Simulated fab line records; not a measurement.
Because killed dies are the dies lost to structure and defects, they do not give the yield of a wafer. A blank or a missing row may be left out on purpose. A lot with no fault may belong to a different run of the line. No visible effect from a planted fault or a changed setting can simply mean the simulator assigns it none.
fab line records	flow sky130
[record] lots = 24	wafers = 72	last_day = 50
route steps=708 shown CONTACT@424 VIA1@473 VIA2@530 METAL3@566 VIA3@587 METAL4@629
lots with no fault: from the same line, run without faults
start_h: hours from the record's first day to the start of the lot's first wafer shown	wait_h: hours from the lot's prior step to this one	" same as the row above	L1.1+2: a single row standing in for several wafers	- no value, or no start given	* or withheld: withheld	< > ~ a bound
route shown NAME@n: a module of which the file shows steps, and the number in the route of the first	usual: average and standard deviation across the fault-free wafers	same: alike in all rows	chamber/n: place in a boat	sites: the reading at each site	_std_site: standard deviation across them	_edge_site: inner sites' mean taken away from outer sites' mean	radius_mm: for every site, how far away it sits from the centre of the wafer	mask NAME#n: copy n	behind: the last tool/chamber to shape the wafer	hold: why the lot went on hold/how many hours it stayed there/how the hold came to an end	device: the n, p or np transistor that did not switch	end of line: tests of these same wafers at the route's end	for a step that has no rows: nothing shown but its recipe	killed: dies lost to structure and defects at the first sort, not the wafer's yield	map: per-die view of a wafer (x killed, . not killed, _ where there is no die)
set.NAME: the setting that was run; set.NAME@STEP: the one run at that earlier step	model.NAME: the simulator's own value behind a step, which no gauge read
the route's steps for a sample of lots (tables are steps, rows are wafers)
services: the hour from which a tool's chamber was out of use, counted from the record's first day as start_h (under 0 if before that day), plus the number of hours and why
[[steps]]
[step SKY_CONTACT_ETCH_18]
[recipe] target = Si3N4	chemistry = CHF3/O2	stop_on = TiN	source_w = 600	bias_w = 200	pressure_mtorr = 40	chf3_flow_sccm = 50	O2_flow_sccm = 5	time_s = 39	target_depth_a = 750
[usual] drypump_motor_current_A = 5.9/0.44	oes_product_au = 0.853/0.0089	throttle_valve_pct = 8.792/0.009
lot.wafer	tool	chamber	start_h	wait_h	drypump_motor_current_A	oes_product_au	rf_hours_counter_h	throttle_valve_pct
L074.3	rie_diel-02	1	-	-	5.9	0.855	2	8.795
L074.4	"	2	"	"	6.2	0.859	43	8.796
L074.6	"	0	"	"	5.6	0.861	-	8.787
L075.1	rie_diel-01	0	-	-	5.6	0.841	9	8.775
L075.3	"	2	"	"	6.3	0.836	10	8.797
L075.5	"	3	"	"	6.5	0.872	-	8.796
L076.4	rie_diel-02	0	-	-	5.5	0.876	6	8.797
L076.5	"	0	"	"	5.6	0.858	-	8.791
L076.6	"	1	"	"	5.9	0.867	-	8.793
L077.1	rie_diel-01	1	-	-	5.4	0.847	12	8.788
L077.2	"	3	"	"	6.5	0.855	5	8.796
L077.4	"	0	"	"	5.6	0.854	10	8.796
L078.1	rie_diel-03	0	-	-	6.1	0.862	12	8.792
L078.3	"	3	"	"	6.2	0.862	18	8.788
L078.6	"	3	"	"	6.2	0.850	-	8.802
L079.1	rie_diel-03	1	-	-	5.7	0.849	9	8.795
L079.2	"	2	"	"	6.2	0.833	21	8.785
L079.5	"	2	"	"	6.2	0.852	-	8.793
L081.1	rie_diel-02	3	-	-	4.9	0.846	8	8.793
L081.2	"	0	"	"	5.5	0.859	7	8.794
L081.3	"	1	"	"	5.9	0.861	3	8.801
L080.1	rie_diel-03	0	-	-	6.1	0.852	13	8.788
L080.3	"	2	"	"	6.1	0.854	21	8.780
L080.4	"	3	"	"	6.2	0.863	18	8.783
L082.1	rie_diel-01	0	-	-	5.6	0.856	10	8.792
L082.2	"	1	"	"	5.4	0.843	13	8.777
L082.4	"	3	"	"	6.5	0.848	6	8.796
L083.1	rie_diel-01	0	-	-	5.6	0.839	11	8.804
L083.2	"	1	"	"	5.4	0.843	13	8.802
L083.6	"	1	"	"	5.4	0.855	-	8.803
L084.2	rie_diel-03	2	-	-	6.1	0.868	22	8.810
L084.5	"	0	"	"	6.1	0.853	-	8.791
L084.6	"	3	"	"	6.2	0.862	-	8.784
L086.2	rie_diel-01	0	-	-	5.6	0.843	12	8.790
L086.3	"	3	"	"	6.5	0.858	7	8.800
L086.6	"	3	"	"	6.5	0.862	-	8.805
L085.1	rie_diel-03	3	-	-	6.2	0.859	20	8.793
L085.2	"	0	"	"	6.1	0.840	14	8.798
L085.4	"	2	"	"	6.2	0.854	23	8.813
L089.1	rie_diel-01	3	-	-	6.5	0.855	8	8.783
L089.2	"	0	"	"	5.6	0.855	13	8.799
L089.4	"	2	"	"	6.3	0.860	13	8.798
L088.1	rie_diel-03	2	-	-	6.2	0.860	23	8.800
L088.2	"	0	"	"	6.1	0.847	15	8.787
L088.4	"	1	"	"	5.7	0.866	11	8.798
L087.1	rie_diel-02	3	-	-	4.9	0.857	10	8.798
L087.3	"	1	"	"	5.9	0.856	7	8.792
L087.6	"	3	"	"	4.9	0.848	-	8.785
L090.3	rie_diel-01	1	-	-	5.4	0.845	15	8.780
L090.5	"	1	"	"	5.4	0.861	-	8.790
L090.6	"	0	"	"	5.6	0.856	-	8.786
L092.1	rie_diel-03	3	-	-	6.2	0.858	21	8.783
L092.2	"	0	"	"	6.1	0.845	16	8.780
L092.5	"	1	"	"	5.7	0.864	-	8.793
L091.1	rie_diel-03	2	-	-	6.2	0.848	24	8.789
L091.4	"	1	"	"	5.7	0.854	12	8.770
L091.6	"	0	"	"	6.1	0.852	-	8.792
L093.3	rie_diel-01	0	-	-	5.6	0.847	13	8.782
L093.5	"	1	"	"	5.4	0.857	-	8.786
L093.6	"	0	"	"	5.6	0.842	-	8.789
L094.1	rie_diel-02	2	-	-	6.2	0.839	4	8.779
L094.2	"	0	"	"	5.5	0.836	11	8.801
L094.5	"	2	"	"	6.2	0.852	-	8.794
L095.1	rie_diel-03	1	-	-	5.7	0.852	12	8.782
L095.3	"	3	"	"	6.2	0.844	22	8.790
L095.4	"	0	"	"	6.1	0.845	16	8.782
L097.2	rie_diel-03	3	-	-	6.2	0.846	22	8.806
L097.3	"	1	"	"	5.7	0.858	12	8.798
L097.5	"	1	"	"	5.7	0.857	-	8.798
L096.2	rie_diel-02	0	-	-	5.6	0.855	12	8.783
L096.4	"	0	"	"	5.5	0.853	-	8.792
L096.5	"	2	"	"	6.2	0.853	-	8.803
[step SKY_VIA1_ETCH_15]
[recipe] target = SiO2	chemistry = C4F8/O2/Ar	target_depth_nm = 351	stop_on = TiN	mask_material = KrF-thick	source_w = 1500	bias_w = 1200	pressure_mtorr = 40	c4f8_flow_sccm = withheld	O2_flow_sccm = 6	Ar_flow_sccm = 300	time_s = 54
[usual] oes_product_au = 0.980/0.0068
lot.wafer	tool	chamber	start_h	wait_h	oes_product_au	rf_hours_counter_h
L074.3	rie_diel-02	2	799.62	0.0	0.979	0
L074.4	"	1	"	"	0.984	4
L074.6	"	3	"	"	0.968	-
L075.1	rie_diel-01	0	800.08	0.0	0.992	10
L075.3	"	3	"	"	0.987	6
L075.5	"	0	"	"	0.979	-
L076.4	rie_diel-02	2	833.12	0.0	0.974	-
L076.5	"	1	"	"	0.975	-
L076.6	"	0	"	"	0.979	-
L077.1	rie_diel-02	2	834.05	0.0	0.968	1
L077.2	"	0	"	"	0.976	8
L077.4	"	2	"	"	0.969	-
L078.1	rie_diel-01	1	839.81	0.0	0.981	14
L078.3	"	0	"	"	0.983	12
L078.6	"	2	"	"	0.987	-
L079.1	rie_diel-04	2	854.32	0.0	0.984	16
L079.2	"	3	"	"	0.972	10
L079.5	"	1	"	"	0.976	-
L080.1	rie_diel-02	0	855.16	0.0	0.976	10
L080.3	"	2	"	"	0.976	3
L080.4	"	1	"	"	0.987	6
L081.1	rie_diel-04	2	855.51	0.0	0.981	16
L081.2	"	1	"	"	0.969	6
L081.3	"	3	"	"	0.969	11
L082.1	rie_diel-01	1	861.36	0.0	0.980	15
L082.2	"	3	"	"	0.982	8
L082.4	"	0	"	"	0.978	13
L083.1	rie_diel-02	3	876.68	0.0	0.985	10
L083.2	"	2	"	"	0.979	4
L083.6	"	2	"	"	0.985	-
L084.2	rie_diel-04	1	877.42	0.0	0.968	6
L084.5	"	1	"	"	0.969	-
L084.6	"	0	"	"	0.977	-
L086.2	rie_diel-04	3	890.23	0.0	0.973	11
L086.3	"	0	"	"	0.970	7
L086.6	"	3	"	"	0.978	-
L085.1	rie_diel-01	0	891.78	0.0	0.983	13
L085.2	"	3	"	"	0.977	9
L085.4	"	2	"	"	0.985	14
L089.1	rie_diel-01	1	911.38	0.0	0.980	16
L089.2	"	0	"	"	0.987	14
L089.4	"	3	"	"	0.978	9
L088.1	rie_diel-04	2	913.26	0.0	0.987	17
L088.2	"	0	"	"	0.966	8
L088.4	"	3	"	"	0.976	12
L087.1	rie_diel-04	2	914.83	0.0	0.983	17
L087.3	"	3	"	"	0.982	12
L087.6	"	1	"	"	0.976	-
L090.3	rie_diel-01	3	915.18	0.0	0.992	9
L090.5	"	0	"	"	0.980	-
L090.6	"	1	"	"	0.967	-
L092.1	rie_diel-02	2	936.49	0.0	0.971	5
L092.2	"	3	"	"	0.986	12
L092.5	"	3	"	"	0.986	-
L091.1	rie_diel-04	0	937.72	0.0	0.965	9
L091.4	"	3	"	"	0.983	13
L091.6	"	0	"	"	0.969	-
L093.3	rie_diel-04	0	941.74	0.0	0.971	9
L093.5	"	1	"	"	0.977	-
L093.6	"	0	"	"	0.975	-
L094.1	rie_diel-01	2	942.47	0.0	0.982	16
L094.2	"	0	"	"	0.985	15
L094.5	"	0	"	"	0.988	-
L095.1	rie_diel-02	0	956.62	0.0	0.984	13
L095.3	"	3	"	"	0.985	13
L095.4	"	1	"	"	0.977	8
L097.2	rie_diel-04	0	962.62	0.0	0.972	9
L097.3	"	1	"	"	0.970	8
L097.5	"	0	"	"	0.977	-
L096.2	rie_diel-02	3	965.51	0.0	0.987	13
L096.4	"	0	"	"	0.980	13
L096.5	"	3	"	"	0.986	-
[step SKY_VIA2_THK_MEAS_23]
[recipe] thk_meas_gauge = xrf	reads = W_of_VIA2_CVD_21
[usual] VIA2_W_THK = 458/7.2
lot.wafer	tool	chamber	start_h	wait_h	VIA2_W_THK[nm]
L074.3	film_metro-01	-	863.08	0.1	453
L074.4	"	-	"	"	460
L074.6	"	-	"	"	457
L075.1	film_metro-03	-	863.23	0.1	471
L075.3	"	-	"	"	469
L075.5	"	-	"	"	459
L076.4	film_metro-03	-	875.66	0.1	456
L076.5	"	-	"	"	454
L076.6	"	-	"	"	463
L077.1	film_metro-02	-	878.60	0.1	447
L077.2	"	-	"	"	458
L077.4	"	-	"	"	451
L078.1	film_metro-01	-	892.27	0.1	458
L078.3	"	-	"	"	452
L078.6	"	-	"	"	457
L079.1	film_metro-02	-	909.02	0.1	453
L079.2	"	-	"	"	458
L079.5	"	-	"	"	457
L080.1	film_metro-01	-	909.19	0.1	464
L080.3	"	-	"	"	466
L080.4	"	-	"	"	467
L081.1	film_metro-02	-	909.51	0.1	453
L081.2	"	-	"	"	445
L081.3	"	-	"	"	448
L082.1	film_metro-01	-	914.85	0.1	448
L082.2	"	-	"	"	453
L082.4	"	-	"	"	462
L083.1	film_metro-03	-	929.78	0.1	472
L083.2	"	-	"	"	474
L083.6	"	-	"	"	469
L084.2	film_metro-01	-	931.42	0.1	450
L084.5	"	-	"	"	445
L084.6	"	-	"	"	460
L086.2	film_metro-02	-	944.29	0.1	465
L086.3	"	-	"	"	465
L086.6	"	-	"	"	458
L085.1	film_metro-01	-	946.51	0.1	448
L085.2	"	-	"	"	464
L085.4	"	-	"	"	457
L089.1	film_metro-02	-	964.49	0.1	456
L089.2	"	-	"	"	459
L089.4	"	-	"	"	464
L088.1	film_metro-02	-	967.38	0.1	454
L088.2	"	-	"	"	460
L088.4	"	-	"	"	457
L087.1	film_metro-01	-	970.67	0.1	457
L087.3	"	-	"	"	458
L087.6	"	-	"	"	452
L090.3	film_metro-02	-	971.08	0.1	456
L090.5	"	-	"	"	457
L090.6	"	-	"	"	459
L092.1	film_metro-03	-	988.94	0.1	467
L092.2	"	-	"	"	454
L092.5	"	-	"	"	466
L091.1	film_metro-02	-	991.04	0.1	455
L091.4	"	-	"	"	459
L091.6	"	-	"	"	458
L093.3	film_metro-03	-	995.82	0.1	461
L093.5	"	-	"	"	466
L093.6	"	-	"	"	466
L094.1	film_metro-01	-	996.34	0.1	452
L094.2	"	-	"	"	457
L094.5	"	-	"	"	455
L095.1	film_metro-03	-	1007.95	0.1	465
L095.3	"	-	"	"	468
L095.4	"	-	"	"	467
L097.2	film_metro-03	-	1014.41	0.1	468
L097.3	"	-	"	"	460
L097.5	"	-	"	"	458
L096.2	film_metro-01	-	1019.54	0.1	448
L096.4	"	-	"	"	447
L096.5	"	-	"	"	456
[step SKY_METAL3_ETCH_16]
[recipe] chemistry = N2/H2	target = BARC	ion_energy_ev = 200	bias_w = 100	pressure_mtorr = 30	n2_flow_sccm = 100	h2_flow_sccm = 200	icp_w = 500	stop_on = SiO2	time_s = 88.2	target_depth_a = 600
[usual] drypump_motor_current_A = 5.7/0.51	oes_product_au = 0.626/0.0048	throttle_valve_pct = 13.205/0.0095
lot.wafer	tool	chamber	start_h	wait_h	drypump_motor_current_A	oes_product_au	rf_hours_counter_h	throttle_valve_pct
L075.1	rie_metal-03	0	913.82	0.0	6.5	0.630	8	13.202
L075.3	"	1	"	"	5.8	0.623	-	13.215
L075.5	"	1	"	"	5.8	0.629	-	13.206
L074.3	rie_metal-04	1	914.21	0.0	4.9	0.627	-	13.181
L074.4	"	0	"	"	5.9	0.623	-	13.207
L074.6	"	0	"	"	5.8	0.631	-	13.206
L076.4	rie_metal-04	0	925.36	0.0	5.9	0.630	-	13.211
L076.5	"	1	"	"	4.9	0.624	-	13.199
L076.6	"	0	"	"	5.9	0.627	-	13.204
L077.1	rie_metal-04	0	926.85	0.0	5.8	0.614	16	13.200
L077.2	"	1	"	"	4.9	0.627	14	13.207
L077.4	"	1	"	"	4.9	0.623	-	13.200
L078.1	rie_metal-04	1	943.90	0.0	4.9	0.630	15	13.203
L078.3	"	1	"	"	5.0	0.625	-	13.186
L078.6	"	0	"	"	5.8	0.627	-	13.204
L079.1	rie_metal-03	1	959.17	0.0	5.7	0.627	9	13.199
L079.2	"	0	"	"	6.4	0.622	9	13.199
L079.5	"	0	"	"	6.5	0.627	-	13.207
L080.1	rie_metal-01	1	960.11	0.0	5.4	0.625	7	13.197
L080.3	"	0	"	"	6.0	0.624	-	13.208
L080.4	"	1	"	"	5.4	0.631	-	13.207
L081.1	rie_metal-04	0	960.40	0.0	5.8	0.621	17	13.199
L081.2	"	1	"	"	5.0	0.619	15	13.209
L081.3	"	1	"	"	4.9	0.626	-	13.196
L082.1	rie_metal-01	0	965.71	0.0	6.0	0.617	1	13.195
L082.2	"	1	"	"	5.4	0.622	7	13.219
L082.4	"	0	"	"	6.0	0.633	-	13.210
L083.1	rie_metal-04	1	977.80	0.0	4.9	0.629	17	13.192
L083.2	"	0	"	"	5.9	0.633	19	13.211
L083.6	"	1	"	"	5.0	0.635	-	13.203
L084.2	rie_metal-03	1	980.65	0.0	5.8	0.626	10	13.205
L084.5	"	1	"	"	5.8	0.624	-	13.194
L084.6	"	0	"	"	6.4	0.626	-	13.222
L086.2	rie_metal-01	1	995.28	0.0	5.4	0.628	9	13.209
L086.3	"	1	"	"	5.4	0.621	-	13.211
L086.6	"	1	"	"	5.4	0.618	-	13.195
L085.1	rie_metal-03	1	996.86	0.0	5.8	0.631	11	13.192
L085.2	"	0	"	"	6.5	0.624	12	13.217
L085.4	"	1	"	"	5.8	0.628	-	13.224
L089.1	rie_metal-04	1	1013.11	0.1	4.9	0.627	18	13.196
L089.2	"	1	"	"	4.9	0.623	-	13.197
L089.4	"	1	"	"	4.9	0.620	-	13.211
L088.1	rie_metal-01	1	1016.93	0.1	5.4	0.631	10	13.216
L088.2	"	1	"	"	5.4	0.622	-	13.204
L088.4	"	1	"	"	5.4	0.625	-	13.213
L087.1	rie_metal-04	0	1019.56	0.0	5.9	0.623	20	13.190
L087.3	"	0	"	"	5.9	0.624	-	13.186
L087.6	"	1	"	"	4.9	0.626	-	13.202
L090.3	rie_metal-03	1	1020.55	0.0	5.8	0.625	-	13.201
L090.5	"	0	"	"	6.5	0.628	-	13.191
L090.6	"	1	"	"	5.8	0.631	-	13.208
L092.1	rie_metal-03	1	1036.75	0.0	5.8	0.619	13	13.211
L092.2	"	0	"	"	6.4	0.625	14	13.218
L092.5	"	1	"	"	5.8	0.630	-	13.189
L091.1	rie_metal-03	1	1037.98	0.0	5.8	0.622	13	13.202
L091.4	"	0	"	"	6.4	0.626	-	13.213
L091.6	"	1	"	"	5.8	0.630	-	13.201
L093.3	rie_metal-03	1	1043.63	0.0	5.8	0.632	-	13.190
L093.5	"	0	"	"	6.5	0.627	-	13.199
L093.6	"	1	"	"	5.8	0.626	-	13.202
L094.1	rie_metal-04	1	1043.65	0.0	4.9	0.624	20	13.194
L094.2	"	0	"	"	5.9	0.633	21	13.203
L094.5	"	0	"	"	6.0	0.626	-	13.200
L095.1	rie_metal-04	1	1053.46	0.0	4.9	0.626	21	13.199
L095.3	"	0	"	"	5.8	0.626	-	13.199
L095.4	"	1	"	"	4.9	0.626	-	13.193
L097.2	rie_metal-04	1	1059.78	0.0	5.0	0.618	21	13.234
L097.3	"	1	"	"	5.0	0.628	-	13.202
L097.5	"	1	"	"	5.0	0.628	-	13.207
L096.2	rie_metal-01	0	1065.25	0.0	6.0	0.634	5	13.214
L096.4	"	1	"	"	5.4	0.617	-	13.221
L096.5	"	1	"	"	5.4	0.619	-	13.205
[step SKY_VIA3_ETCH_14]
[recipe] chemistry = N2/H2	target = BARC	ion_energy_ev = 200	source_w = 500	bias_w = 100	pressure_mtorr = 30	n2_flow_sccm = 100	h2_flow_sccm = 200	stop_on = SiO2	time_s = 45.9	target_depth_a = 600
[usual] drypump_motor_current_A = 5.9/0.39	oes_product_au = 0.855/0.0054	throttle_valve_pct = 13.225/0.0079
lot.wafer	tool	chamber	start_h	wait_h	drypump_motor_current_A	oes_product_au	rf_hours_counter_h	throttle_valve_pct
L074.3	rie_diel-02	2	941.34	0.0	6.2	0.854	5	13.219
L074.4	"	1	"	"	5.9	0.858	8	13.212
L074.6	"	2	"	"	6.2	0.851	-	13.233
L075.1	rie_diel-03	3	941.45	0.0	6.2	0.858	23	13.223
L075.3	"	1	"	"	5.7	0.856	13	13.232
L075.5	"	2	"	"	6.2	0.864	-	13.223
L076.4	rie_diel-03	2	951.99	0.0	6.2	0.862	26	13.227
L076.5	"	2	"	"	6.1	0.853	-	13.218
L076.6	"	1	"	"	5.7	0.856	-	13.233
L077.1	rie_diel-02	0	953.13	0.0	5.5	0.864	13	13.226
L077.2	"	2	"	"	6.3	0.861	6	13.232
L077.4	"	1	"	"	5.9	0.865	8	13.216
L078.1	rie_diel-03	1	970.39	0.0	5.7	0.852	14	13.211
L078.3	"	2	"	"	6.2	0.853	27	13.224
L078.6	"	2	"	"	6.2	0.846	-	13.224
L079.1	rie_diel-02	1	983.25	0.0	5.9	0.854	9	13.223
L079.2	"	0	"	"	5.6	0.853	14	13.227
L079.5	"	2	"	"	6.2	0.854	-	13.217
L080.1	rie_diel-03	0	984.94	0.0	6.1	0.852	18	13.214
L080.3	"	3	"	"	6.2	0.859	24	13.231
L080.4	"	1	"	"	5.7	0.846	-	13.230
L081.1	rie_diel-02	0	985.98	0.0	5.5	0.851	14	13.235
L081.2	"	2	"	"	6.3	0.856	7	13.235
L081.3	"	1	"	"	5.9	0.852	9	13.232
L082.1	rie_diel-02	1	992.80	0.0	5.9	0.860	9	13.234
L082.2	"	0	"	"	5.5	0.855	14	13.230
L082.4	"	3	"	"	4.9	0.854	14	13.222
L083.1	rie_diel-03	3	1003.10	0.0	6.2	0.855	25	13.227
L083.2	"	0	"	"	6.1	0.851	19	13.230
L083.6	"	2	"	"	6.1	0.861	-	13.237
L084.2	rie_diel-03	0	1006.24	0.0	6.1	0.859	20	13.224
L084.5	"	0	"	"	6.1	0.861	-	13.231
L084.6	"	3	"	"	6.2	0.859	-	13.229
L086.2	rie_diel-01	0	1020.14	0.0	5.7	0.853	17	13.227
L086.3	"	3	"	"	6.5	0.855	12	13.233
L086.6	"	0	"	"	5.7	0.845	-	13.228
L085.1	rie_diel-01	1	1021.83	0.0	5.4	0.856	20	13.220
L085.2	"	2	"	"	6.3	0.855	18	13.219
L085.4	"	3	"	"	6.5	0.854	12	13.234
L089.1	rie_diel-02	0	1036.79	0.0	5.6	0.850	16	13.217
L089.2	"	1	"	"	5.9	0.847	11	13.218
L089.4	"	3	"	"	4.9	0.864	15	13.221
L088.1	rie_diel-03	1	1040.83	0.0	5.7	0.861	17	13.218
L088.2	"	3	"	"	6.3	0.856	26	13.217
L088.4	"	2	"	"	6.2	0.853	29	13.218
L087.1	rie_diel-03	1	1043.50	0.0	5.7	0.863	17	13.232
L087.3	"	2	"	"	6.2	0.850	29	13.235
L087.6	"	0	"	"	6.1	0.855	-	13.251
L090.3	rie_diel-03	0	1045.08	0.0	6.1	0.858	21	13.223
L090.5	"	0	"	"	6.1	0.853	-	13.228
L090.6	"	1	"	"	5.7	0.853	-	13.217
L092.1	rie_diel-02	1	1060.73	0.0	5.9	0.856	12	13.212
L092.2	"	2	"	"	6.3	0.859	9	13.218
L092.5	"	0	"	"	5.5	0.851	-	13.228
L091.1	rie_diel-03	1	1061.88	0.0	5.7	0.853	18	13.208
L091.4	"	0	"	"	6.1	0.858	21	13.218
L091.6	"	1	"	"	5.7	0.856	-	13.226
L093.3	rie_diel-03	3	1067.73	0.0	6.3	0.864	27	13.232
L093.5	"	3	"	"	6.2	0.864	-	13.201
L093.6	"	0	"	"	6.1	0.852	-	13.210
L094.1	rie_diel-01	1	1068.25	0.0	5.4	0.867	21	13.241
L094.2	"	3	"	"	6.5	0.857	13	13.223
L094.5	"	2	"	"	6.3	0.868	-	13.221
L095.1	rie_diel-01	2	1076.08	0.0	6.3	0.854	19	13.213
L095.3	"	0	"	"	5.6	0.852	18	13.217
L095.4	"	3	"	"	6.5	0.858	13	13.236
L097.2	rie_diel-03	0	1082.10	0.0	6.1	0.857	22	13.222
L097.3	"	3	"	"	6.2	0.854	27	13.225
L097.5	"	3	"	"	6.2	0.852	-	13.219
L096.2	rie_diel-03	1	1087.90	0.0	5.7	0.856	19	13.224
L096.4	"	0	"	"	6.1	0.858	22	13.216
L096.5	"	0	"	"	6.1	0.851	-	13.230
[step SKY_METAL4_CD_MEAS_13]
[recipe] target_cd_nm = 300
[usual] cd_nm = 300.0/1.5
lot.wafer	tool	chamber	start_h	wait_h	cd_nm
L074.3	cd_sem-02	-	992.33	-	299.7
L074.4	"	-	"	"	299.5
L074.6	"	-	"	"	300.5
L075.1	cd_sem-02	-	992.99	-	302.8
L075.3	"	-	"	"	303.1
L075.5	"	-	"	"	303.5
L076.4	cd_sem-02	-	1001.17	-	301.0
L076.5	"	-	"	"	300.6
L076.6	"	-	"	"	300.9
L077.1	cd_sem-02	-	1003.29	-	301.3
L077.2	"	-	"	"	302.6
L077.4	"	-	"	"	302.1
L078.1	cd_sem-01	-	1020.68	-	298.1
L078.3	"	-	"	"	297.2
L078.6	"	-	"	"	298.1
L079.1	cd_sem-01	-	1032.11	-	297.6
L079.2	"	-	"	"	297.1
L079.5	"	-	"	"	298.6
L080.1	cd_sem-02	-	1034.44	-	300.5
L080.3	"	-	"	"	301.1
L080.4	"	-	"	"	299.3
L081.1	cd_sem-01	-	1035.56	-	297.4
L081.2	"	-	"	"	298.8
L081.3	"	-	"	"	298.5
L082.1	cd_sem-01	-	1040.99	-	300.5
L082.2	"	-	"	"	300.2
L082.4	"	-	"	"	299.4
L083.1	cd_sem-01	-	1050.84	-	300.6
L083.2	"	-	"	"	302.1
L083.6	"	-	"	"	300.6
L084.2	cd_sem-01	-	1052.95	-	300.4
L084.5	"	-	"	"	300.0
L084.6	"	-	"	"	300.3
L086.2	cd_sem-01	-	1066.55	-	302.7
L086.3	"	-	"	"	301.0
L086.6	"	-	"	"	300.5
L085.1	cd_sem-02	-	1068.44	-	299.4
L085.2	"	-	"	"	299.5
L085.4	"	-	"	"	300.1
L089.1	cd_sem-01	-	1082.26	-	300.8
L089.2	"	-	"	"	298.9
L089.4	"	-	"	"	299.2
L088.1	cd_sem-01	-	1086.59	-	299.2
L088.2	"	-	"	"	298.0
L088.4	"	-	"	"	298.6
L087.1	cd_sem-01	-	1088.99	-	300.4
L087.3	"	-	"	"	300.7
L087.6	"	-	"	"	301.5
L090.3	cd_sem-02	-	1090.90	-	298.0
L090.5	"	-	"	"	298.6
L090.6	"	-	"	"	299.0
L092.1	cd_sem-01	-	1104.68	-	299.3
L092.2	"	-	"	"	299.5
L092.5	"	-	"	"	299.2
L091.1	cd_sem-02	-	1105.86	-	302.8
L091.4	"	-	"	"	302.1
L091.6	"	-	"	"	303.2
L093.3	cd_sem-01	-	1112.29	-	301.3
L093.5	"	-	"	"	301.5
L093.6	"	-	"	"	301.6
L094.1	cd_sem-02	-	1113.19	-	296.8
L094.2	"	-	"	"	299.2
L094.5	"	-	"	"	299.1
L095.1	cd_sem-02	-	1118.88	-	298.8
L095.3	"	-	"	"	300.2
L095.4	"	-	"	"	299.2
L097.2	cd_sem-02	-	1125.03	-	299.0
L097.3	"	-	"	"	299.9
L097.5	"	-	"	"	299.2
L096.2	cd_sem-02	-	1130.45	-	298.9
L096.4	"	-	"	"	299.7
L096.5	"	-	"	"	298.7
[[services]]
tool	chamber	start_h	hours	kind
rie_diel-03	2	732.27	5.9	repair
rie_diel-02	0	747.47	3.9	repair
rie_diel-04	0	775.23	25.5	repair
rie_metal-04	1	780.08	1.9	repair
rie_diel-04	1	786.62	15.7	repair
rie_diel-03	3	820.35	5.8	repair
rie_diel-03	0	825.54	1.5	repair
rie_diel-04	-	829.19	0.5	repair
rie_diel-02	3	829.82	18.3	repair
rie_diel-04	0	842.56	3.9	repair
rie_metal-04	-	844.55	2.8	pm
rie_diel-03	-	849.75	0.2	repair
rie_diel-04	-	861.39	2.8	pm
rie_diel-03	-	870.70	8.8	repair
rie_diel-02	0	876.63	2.7	repair
rie_diel-02	1	880.34	41.1	repair
rie_metal-04	0	892.59	2.8	repair
rie_diel-01	0	932.75	5.9	repair
rie_diel-01	-	967.71	2.7	repair
rie_metal-04	-	980.03	15.6	pm
rie_diel-03	2	982.43	9.2	repair
rie_metal-04	0	1007.15	11.3	repair
rie_diel-01	0	1064.98	8.0	repair
rie_diel-02	-	1082.54	0.7	repair
[[key]]
fault none
